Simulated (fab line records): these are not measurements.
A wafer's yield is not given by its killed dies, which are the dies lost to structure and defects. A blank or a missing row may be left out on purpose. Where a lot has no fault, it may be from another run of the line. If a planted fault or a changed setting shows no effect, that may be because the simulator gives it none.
8D (eight disciplines) problem report, filled in by code    flow sky130    the parts of the form that need people (team, actions taken, sign-off) are left out

## 1. THE ISSUE
SD_P_RS at SKY_SD_N_RS_MEAS_17 reads a mean of 144.9 ohm/sq on 6 wafers of 2 lots; wafers without a fault read 147.8 ohm/sq with a standard deviation of 0.37. Relative to the usual mean, that is a shift of -7.7 standard deviations.
The step: measures by four-point-probe.
First observed at day 33 22:13: wafer L756.1, on film metro-04. The record holds 33 wafers of 11 lots with a number at this step. Rule for "out" (also "out of limits"): further than 4 standard deviations from the usual mean. The other wafers with a number count as sound.

## 2. WHAT IT IS, AND WHAT IT ISN'T
question                     is                            is not
which readings at this step  SD_P_RS                       -
which lots                   L755, L756                    L741, L742, L744, L750, L757, L758, L760, L761, L763
which wafers of those lots   all that have a number        -
read on which gauges         film metro-01, film metro-04  film metro-02
when                         from day 33 22:13             up to then (12 sound wafers); but 15 sound wafers of L757, L758, L760, L761, L763 came after

## 3. SUSPECTS, AND WHAT RULES EACH OUT
Counting: a tool at any process step up to the reading remains a suspect when it ran all the lots that are out and ran no sound lot after the first of those.
- ruled out: the gauge at SKY_SD_N_RS_MEAS_17. 2 gauges (film metro-01, film metro-04) read the wafers that are out.
- plasma asher-02 at SKY_LDD_HVN_STRIP_09 (strips in O2/N2): ruled out as a lasting fault. The sound lots L761 went through it after L756, its earliest lot that is out (day 26 19:00).
- implanter-04 at SKY_SD_P_IMPLANT_09: kept. Every lot that is out went through it, starting with L756 (day 31 14:55), and after that it ran no sound lot; the last sound lot it ran before then is L744 (day 27 05:00). On those wafers its own readings are out: beam on s, dose ions cm2.
After counting, what remains is implanter-04 at SKY_SD_P_IMPLANT_09.

## 4. THE CAUSE (what the simulator had put in)
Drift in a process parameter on implanter-04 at SKY_SD_P_IMPLANT_09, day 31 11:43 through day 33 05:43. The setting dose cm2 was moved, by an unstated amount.
This tool alone remained once counting was done.

## 5. THE EFFECT CHAIN, in route order
One row per reading whose mean, taken over the struck wafers that have a number, lies over 3 standard deviations from the usual. Only readings whose record carries a usual standard deviation are examined. hours: median over the lots of the time between each lot's start at the first step of this table that gives one and its start at this step. sigmas: the change, counted in usual standard deviations.
hours  step                 reading                   usual         on struck wafers  change  sigmas
0      SKY_SD_P_IMPLANT_09  beam on s                 13.1 s        17.5              +4.4    +5.9
0      SKY_SD_P_IMPLANT_09  dose ions cm2             3e+15         4e+15             +7e+14  +99 or more
0      SKY_SD_P_STRIP_10    strip time to endpoint s  17.45 s       17.84             +0.39   +8.8
55     SKY_SD_N_RS_MEAS_17  SD_P_RS                   147.8 ohm/sq  144.9             -2.9    -7.7
Here are the process steps it includes:
- SKY_SD_P_IMPLANT_09
- SKY_SD_P_STRIP_10: strips in O2/N2.

## 6. WHAT WOULD HAVE CAUGHT IT SOONER
58 hours passed between the start of the fault at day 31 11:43 and the first reading out of limits at a measuring or inspecting step in this record, taken at day 33 22:13.
The tool's own readings at SKY_SD_P_IMPLANT_09 were out on every struck wafer that the step has a row for (beam on s, dose ions cm2): an alarm limit on them would have fired on the first of those.
The start of SKY_SD_P_IMPLANT_09 on implanter-04 came by day 33 22:13 for every one of the lots that are out (2). Tool hold at that time: it would have spared none of them.
